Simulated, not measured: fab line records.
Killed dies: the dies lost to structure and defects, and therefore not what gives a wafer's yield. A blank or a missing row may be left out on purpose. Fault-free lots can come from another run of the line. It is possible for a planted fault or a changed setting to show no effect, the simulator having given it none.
Matching of chambers    flow sky130    4 sister chambers for SKY_VIA4_CMP_21 on cmp-02
The step polishes, stops on SiO2, t overpolish 25 s, target thk 0 nm. 16 wafers are shown with their chamber, then 8 later ones without.

WAFERS PAIRED WITH THEIR CHAMBERS
wafer   chamber  motor current A (A)  time to endpoint s (s)  overpolish run s (s)
L933.2  0        11.0                 128                     25.012
L933.3  1        10.6                 131                     24.999
L933.4  3        10.0                 132                     25.009
L935.1  2        10.6                 124                     25.001
L935.3  3        10.6                 120                     25.004
L935.6  2        10.7                 124                     24.989
L941.1  3        10.6                 128                     24.992
L941.2  2        11.0                 130                     24.992
L941.5  0        10.7                 129                     25.002
L944.3  3        10.2                 133                     25.006
L944.5  3        10.3                 130                     24.997
L944.6  0        11.2                 130                     24.985
L945.2  3        9.7                  132                     25.000
L945.3  0        10.7                 129                     24.994
L945.6  3        10.8                 128                     24.999
L948.2  0        11.5                 130                     24.993

SIGNATURES, as means of the wafers listed above
reading             chamber 0  chamber 1  chamber 2  chamber 3  scatter within a chamber
motor current A     11.020     10.600     10.767     10.314     0.347
time to endpoint s  129.20     131.00     126.00     129.00     3.47
overpolish run s    24.99720   24.99900   24.99400   25.00100   0.00762
Rule: a wafer's distance from a chamber is the root of the sum, over the readings, of the square of ((its reading less the chamber's mean) divided by the reading's scatter). The wafer belongs to the nearest chamber; if the next one is less than 2 further off, it can't be placed. The scatter: take each reading less its chamber's mean, square it, sum over the shown wafers, divide by the number of wafers less the number of chambers, and take the root.

WAFERS WITHOUT THEIR CHAMBER
wafer   motor current A (A)  time to endpoint s (s)  overpolish run s (s)
L948.4  10.7                 128                     24.980
L948.5  11.2                 125                     24.999
L949.1  11.0                 134                     25.002
L949.4  10.0                 130                     25.001
L949.5  10.1                 131                     24.992
L952.1  10.6                 133                     25.007
L952.5  10.9                 140                     25.003
L952.6  10.5                 132                     25.004

EACH ONE'S CHAMBER
wafer   from the rows above                in truth
L948.4  can't be placed: 2 or 0 or 1 or 3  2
L948.5  can't be placed: 0 or 2 or 1 or 3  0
L949.1  can't be placed: 1 or 0 or 3 or 2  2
L949.4  can't be placed: 3 or 1 or 2       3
L949.5  can't be placed: 3 or 1 or 2 or 0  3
L952.1  can't be placed: 1 or 3 or 0 or 2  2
L952.5  can't be placed: 1 or 0 or 3 or 2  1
L952.6  can't be placed: 1 or 3 or 0 or 2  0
Correct placement for 0 of the 8. These rows do not allow placing 8 (true chamber among the candidates in 8). Placed wrongly: 0.
